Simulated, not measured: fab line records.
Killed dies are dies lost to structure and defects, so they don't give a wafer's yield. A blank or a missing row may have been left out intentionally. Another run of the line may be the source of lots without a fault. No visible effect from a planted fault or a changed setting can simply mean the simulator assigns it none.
The same fault as seen by 2 desks / flow sfq line / every desk sees just its own numbers, and what lay behind them comes last

== THE TOOL OWNER'S DESK: pecvd-03 ==
The tool's own readings at SFQ_TRILAYER_I2_DEP_PECVD_063 (deposits SiO2 from SiH4/N2O, time 111.11 s, target thk 500 nm): means of the sampled wafers that have a number, for each lot that ran on this tool. Marked OUT: a lot whose mean sits more than 4 standard deviations from the usual mean, which makes it out of limits; the brackets give that distance.
Columns: A = chamber pressure Torr at SFQ_TRILAYER_I2_DEP_PECVD_063, usual 2.399 Torr; B = heater power w at SFQ_TRILAYER_I2_DEP_PECVD_063, usual 82 W; C = run length s at SFQ_TRILAYER_I2_DEP_PECVD_063, usual 138.9 s; D = throttle valve pct at SFQ_TRILAYER_I2_DEP_PECVD_063, usual 24.8 %
lot=L929; first seen here=day 33 09:05; A=2.396; B=85; C=139.3; D=24.6
lot=L934; first seen here=day 34 09:06; A=2.400; B=83; C=138.9; D=25.1
lot=L937; first seen here=day 36 06:42; A=2.402; B=90; C=138.6; D=24.8
lot=L939; first seen here=day 37 06:49; A=2.401; B=85; C=161.0 (+58) OUT; D=24.7
lot=L944; first seen here=day 38 12:49; A=2.401; B=83; C=161.2 (+59) OUT; D=24.9
Finding of this desk: L939, L944 out of limits; the first was L939 at day 37 06:49, on run length s at SFQ_TRILAYER_I2_DEP_PECVD_063. In limits: L929, L934, L937.

== AT THE METROLOGY DESK ==
Means of the sampled wafers that have a number, per lot and without regard to the tool the lot ran on: this is what the gauges read. Marked OUT: a lot whose mean sits more than 4 standard deviations from the usual mean, which makes it out of limits; the brackets give that distance.
Columns: A = I2_BOW at SFQ_I2_BOW_MEAS_917, usual 1 um; B = M3_NB_RS at SFQ_M3_RS_MEAS_919, usual 0.887 ohm/sq
lot=L926; first seen here=day 33 00:50; A=-11; B=0.896
lot=L928; first seen here=day 33 15:36; A=-6; B=0.903
lot=L929; first seen here=day 33 18:40; A=5; B=0.877
lot=L930; first seen here=day 33 21:31; A=-3; B=0.900
lot=L931; first seen here=day 34 00:34; A=-4; B=0.887
lot=L933; first seen here=day 34 15:34; A=-1; B=0.880
lot=L934; first seen here=day 34 18:36; A=-6; B=0.895
lot=L935; first seen here=day 35 00:32; A=-1; B=0.877
lot=L936; first seen here=day 36 18:31; A=4; B=0.891
lot=L937; first seen here=day 36 18:37; A=-0; B=0.887
lot=L939; first seen here=day 37 18:36; A=6; B=0.881
lot=L940; first seen here=day 37 21:31; A=7; B=0.880
lot=L944; first seen here=day 39 03:36; A=7; B=0.877
lot=L949; first seen here=day 41 16:35; A=1; B=0.895
Finding of this desk: none of the 14 lots has anything out of limits.

== BROUGHT TOGETHER ==
On L939, L944, at day 37 06:49, an alarm was possible from the tool owner's desk.
The metrology desk saw nothing out of limits.
The metrology desk has L939, L944 on record, within its limits.
On pecvd-03, each named lot ran SFQ_TRILAYER_I2_DEP_PECVD_063.

== WHAT THE SIMULATOR HAD PUT IN ==
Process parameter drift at SFQ_TRILAYER_I2_DEP_PECVD_063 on pecvd-03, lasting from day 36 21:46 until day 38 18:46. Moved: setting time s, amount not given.
Struck lots among those shown: L939, L944.
Time in hours from fault onset to the first out-of-limits reading at each desk: the tool owner's desk, 9.
